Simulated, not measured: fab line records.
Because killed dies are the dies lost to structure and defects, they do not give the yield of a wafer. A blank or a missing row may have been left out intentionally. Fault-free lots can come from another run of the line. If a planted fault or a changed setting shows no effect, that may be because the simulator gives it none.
Matching of chambers | flow gf180mcu | GF_V1_CMP_26 on cmp-02 has 4 sister chambers
The step polishes, stops on SiO2, t overpolish 15 s, target thk 0 nm. 4 wafers are shown with their chamber, then 7 later ones without.

## WAFERS PAIRED WITH THEIR CHAMBERS
wafer  | chamber | motorCurrentA (A)
L196.4 | 3       | 12.6
L203.6 | 2       | 11.5
L206.2 | 1       | 10.0
L206.4 | 0       | 11.2

## WAFERS WHOSE CHAMBER IS MISSING
wafer  | motorCurrentA (A)
L206.5 | 11.6
L208.1 | 12.1
L208.3 | 10.0
L208.6 | 11.7
L214.3 | 10.9
L214.4 | 11.1
L214.5 | 10.3

## CHAMBER TAKEN BY EACH
wafer  | from the rows above          | in truth
L206.5 | can't be placed: 2 or 0      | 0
L208.1 | can't be placed: 3 or 2 or 0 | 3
L208.3 | 1                            | 1
L208.6 | can't be placed: 2 or 0      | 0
L214.3 | can't be placed: 0 or 2      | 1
L214.4 | can't be placed: 0 or 2      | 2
L214.5 | 1                            | 1
Correct placement for 2 of the 7. Cannot be placed on the basis of these rows: 5; the candidates contain the true chamber in 4. 0 placed wrongly.
How it was worked out, from the rows above alone: a wafer's distance from a chamber is the root of the sum, over the readings, of the square of ((its reading less the chamber's mean) divided by the reading's scatter). The wafer belongs to the nearest chamber; if the next one is less than 2 further off, it can't be placed. The mean given for a chamber averages the wafers shown for that chamber. The scatter: with one shown wafer a chamber, the root of the mean of the squares of how far each hidden wafer lies from its nearest shown one.
